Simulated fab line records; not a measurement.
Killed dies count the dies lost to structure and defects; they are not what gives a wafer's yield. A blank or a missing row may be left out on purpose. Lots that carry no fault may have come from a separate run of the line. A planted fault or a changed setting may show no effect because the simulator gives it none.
Struck lot and sound lot, side by side | flow sky130 | 23 out of 708 route steps
Sound: wafers L839.1, L839.3, L839.6. The struck wafers were L830.2, L830.4, L830.6. Last of all comes the cause.
At each step with rows: each side's tool, then ch and its chambers, then its first start. Under that, the readings that differ: sound wafers | struck wafers | difference of the means | sigmas: that difference in standard deviations of wafers without a fault.
alike: words and numbers the same on both sides, and readings whose means are apart by under 2 such deviations; not compared: readings that were withheld, readings missing a value for some wafer, numbers with overlapping values and no deviation given by the record, and bounds like >300 which may hide the same value.
The two part at a step that has a row with sigmas, a row that says differs or no value, or rows on one side only. Non-overlapping numbers with no deviation appear without sigmas and do not part them. Lack of a reading on every wafer of one side parts them only where that side has two or more wafers.

first, 5 steps without rows for these wafers: SKY_POLY_CUT_COAT_03 (resist thk 450 nm); SKY_POLY_CUT_SOFTBAKE_04 (time 90 s); SKY_POLY_CUT_EXPOSE_05 (exposes mask NPCM, target cd 270 nm); SKY_POLY_CUT_PEB_06; SKY_POLY_CUT_DEVELOP_07 (develop time 60 s).
SKY_POLY_CUT_CD_MEAS_08 targets a cd of 270 nm.
  sound on cd sem-01, day 29 07:48; struck on cd sem-01, day 26 02:52
  alike: cd nm
SKY_POLY_CUT_OVL_MEAS_09:
  sound on overlay-02, day 29 07:55; struck on overlay-01, day 26 02:59
  alike: POLY_CUT_OVL
SKY_POLY_CUT_ETCH_10: etches BARC in N2/H2, stops on SiO2, time 45.9 s, target depth 60 nm.
  sound on rie diel-04 ch 0,2,3, day 29 07:58; struck on rie diel-04 ch 1,3, day 26 03:01
  alike: drypump motor current A, oes product au, throttle valve pct
  not compared: rf hours counter h
SKY_POLY_CUT_ETCH_11: etches Si3N4 in CF4/CH2F2/Ar, stops on poly-Si, time 42.5 s, target depth 60 nm.
  sound on rie diel-04 ch 0,2,3, day 29 08:00; struck on rie diel-04 ch 1,3, day 26 03:03
  alike: drypump motor current A, oes product au, throttle valve pct
  not compared: rf hours counter h
SKY_POLY_CUT_STRIP_12: strips in O2/N2.
  sound on plasma asher-01 ch 0,1, day 29 08:02; struck on plasma asher-03 ch 0,1, day 26 03:05
  alike: drypump motor current A, oes product au, strip time to endpoint s
  not compared: rf hours counter h
then, 2 steps without rows for these wafers: SKY_SD_P_DEHYDRATE_00 (time 60 s); SKY_SD_P_HMDS_01 (prime time 60 s).
SKY_SD_P_COAT_02: resist thk 1140 nm.
  sound on litho track-04 ch 0, day 29 22:33; struck on litho track-03 ch 0, day 26 17:44
  reading                                   | sound          | struck            | difference | sigmas
  model.NOVOLAK_of_SD_P_COAT_02.thk nm (nm) | 1140 1140 1138 | 480.6 480.9 480.6 | -658.6     |
  alike: exhaust pa
then, 3 steps without rows for these wafers: SKY_SD_P_SOFTBAKE_03 (time 60 s); SKY_SD_P_EXPOSE_04 (exposes mask PSDM, target cd 380 nm); SKY_SD_P_PEB_05.
SKY_SD_P_DEVELOP_06: develop time 60 s.
  sound on litho track-03 ch 0, day 30 12:28; struck on litho track-04 ch 0, day 27 07:41
  reading                                   | sound          | struck            | difference | sigmas
  model.NOVOLAK_of_SD_P_COAT_02.thk nm (nm) | 1140 1140 1138 | 480.2 480.5 480.2 | -659.0     |
  alike: exhaust pa
SKY_SD_P_CD_MEAS_07 targets a cd of 380 nm.
  sound on cd sem-02, day 30 12:37; struck on cd sem-02, day 27 07:49
  reading    | sound             | struck            | difference | sigmas
  cd nm (nm) | 382.0 382.4 380.7 | 468.1 467.8 469.0 | +86.6      | +31
SKY_SD_P_OVL_MEAS_08:
  sound on overlay-01, day 30 12:44; struck on overlay-01, day 27 07:56
  alike: SD_P_OVL
next, for these wafers, 1 step has no rows: SKY_SD_P_IMPLANT_09.
SKY_SD_P_STRIP_10: strips in O2/N2.
  sound on plasma asher-02 ch 0,1, day 30 12:55; struck on plasma asher-04 ch 0,1, day 27 08:07
  reading                      | sound             | struck            | difference | sigmas
  oes product au (a.u.)        | 0.622 0.617 0.611 | 0.491 0.498 0.492 | -0.123     | -27
  strip time to endpoint s (s) | 17.49 17.48 17.47 | 9.86 9.86 9.86    | -7.62      | -99 or more
  alike: drypump motor current A
  not compared: rf hours counter h
SKY_SD_P_TW_MEAS_11:
  sound on film metro-01, day 30 13:01; struck on film metro-03, day 27 08:13
  reading | sound          | struck         | difference | sigmas
  SD_P_TW | 2883 2867 2864 | 2779 2777 2776 | -94        | -3
-- a jump in the record: the struck wafers' starts before and after are 20 days apart (it breaks off in module SD_P and resumes in module PAD_OPEN, where the first step shown is number 708 of the route) --
SKY_PAD_OPEN_PROBE_99:
  sound on prober-02, day 49 05:17; struck on prober-01, day 47 04:29
  reading            | sound    | struck   | difference | sigmas
  killed at contacts | 21 18 12 | 32 25 38 | +15        | +3
  alike: killed_at_M0_to_M3, killed_at_M4_up, killed at front end, killed at other, killed dies, killed open, killed short

== WHERE THEY PART ==
Last at SKY_PAD_OPEN_PROBE_99 as far as this record goes, first at SKY_SD_P_CD_MEAS_07.

WHY: whatever the simulator had introduced
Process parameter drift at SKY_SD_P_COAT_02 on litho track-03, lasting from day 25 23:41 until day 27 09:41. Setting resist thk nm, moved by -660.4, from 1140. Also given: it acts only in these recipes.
